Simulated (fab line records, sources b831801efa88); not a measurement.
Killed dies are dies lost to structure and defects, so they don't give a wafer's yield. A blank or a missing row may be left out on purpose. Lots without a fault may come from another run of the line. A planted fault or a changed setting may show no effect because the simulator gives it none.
Which tool did it? | flow sky130 | 9 lots, 27 wafers sampled, at 3 steps of a route of 708

WHAT THE GAUGES READ, wafer by wafer
SKY_METAL5_RS_MEAS_05: measures by four-point-probe.
lot  | measured     | on            | METAL5_ALCU_RS (ohm/sq)
L142 | day 43 02:25 | film_metro-04 | 0.0278 0.0276 0.0277
L149 | day 45 02:25 | film_metro-03 | 0.0275 0.0239 0.0240 0.0276 0.0239 0.0240
L151 | day 45 21:56 | film_metro-04 | 0.0237 0.0238 0.0271 0.0238 0.0239 0.0271
L153 | day 46 01:57 | film_metro-04 | 0.0268 0.0268 0.0268
L156 | day 46 19:51 | film_metro-04 | 0.0271 0.0271 0.0274
L157 | day 47 01:58 | film_metro-03 | 0.0266 0.0266 0.0267
L162 | day 48 02:08 | film_metro-03 | 0.0265 0.0268 0.0266
L163 | day 48 02:46 | film_metro-03 | 0.0270 0.0269 0.0271
L164 | day 48 11:41 | film_metro-03 | 0.0269 0.0271 0.0269

WHICH TOOL RAN EACH LOT (tool, then ch and the chambers of the sampled wafers, then the start)
lot  | SKY_VIA4_SPUTTER_17          | SKY_METAL5_SPUTTER_02
L142 | pvd_sputter-03, day 43 01:32 | pvd_sputter-01, day 43 02:16
L149 | pvd_sputter-03, day 45 01:32 | pvd_sputter-02, day 45 02:17
L151 | pvd_sputter-02, day 45 21:02 | pvd_sputter-02, day 45 21:46
L153 | pvd_sputter-04, day 46 01:01 | pvd_sputter-04, day 46 01:46
L156 | pvd_sputter-04, day 46 18:58 | pvd_sputter-04, day 46 19:43
L157 | pvd_sputter-02, day 47 01:05 | pvd_sputter-01, day 47 01:49
L162 | pvd_sputter-02, day 47 22:56 | pvd_sputter-02, day 48 02:01
L163 | pvd_sputter-02, day 47 23:24 | pvd_sputter-04, day 48 02:37
L164 | pvd_sputter-04, day 48 09:37 | pvd_sputter-01, day 48 11:34
- SKY_VIA4_SPUTTER_17: material TiN, target thk 20 nm, time 80 s.
- SKY_METAL5_SPUTTER_02: material AlCu, target thk 1150 nm, time 61.2 s.

THE ANSWER, worked out from the rows above alone
Rule: what is usual is taken from the lots themselves. Put in order of their means at a reading, lots are off if they are a third of the lots or fewer, leave a main group of 4 or more, and stand apart from it by a gap of 3 or more times the standard deviation of the main group's means; of several such gaps the widest counts. A main group whose means are all the same, to the digits that the tables above print for the reading, isn't used. A lot without any number at a reading at which 4 lots or more have one is off too. The other lots that the step has rows for count as sound.
Off: L149, L151, at SKY_METAL5_RS_MEAS_05 (METAL5_ALCU_RS). The main group: mean 0.0270 ohm/sq, standard deviation 0.00035.
A tool fits if, at a process step before that reading, it ran every lot that is off, and no sound lot after the first of them. The gauges at SKY_METAL5_RS_MEAS_05 are tried like those tools. None of those tried fits.

WHAT THE SIMULATOR HAD PUT IN
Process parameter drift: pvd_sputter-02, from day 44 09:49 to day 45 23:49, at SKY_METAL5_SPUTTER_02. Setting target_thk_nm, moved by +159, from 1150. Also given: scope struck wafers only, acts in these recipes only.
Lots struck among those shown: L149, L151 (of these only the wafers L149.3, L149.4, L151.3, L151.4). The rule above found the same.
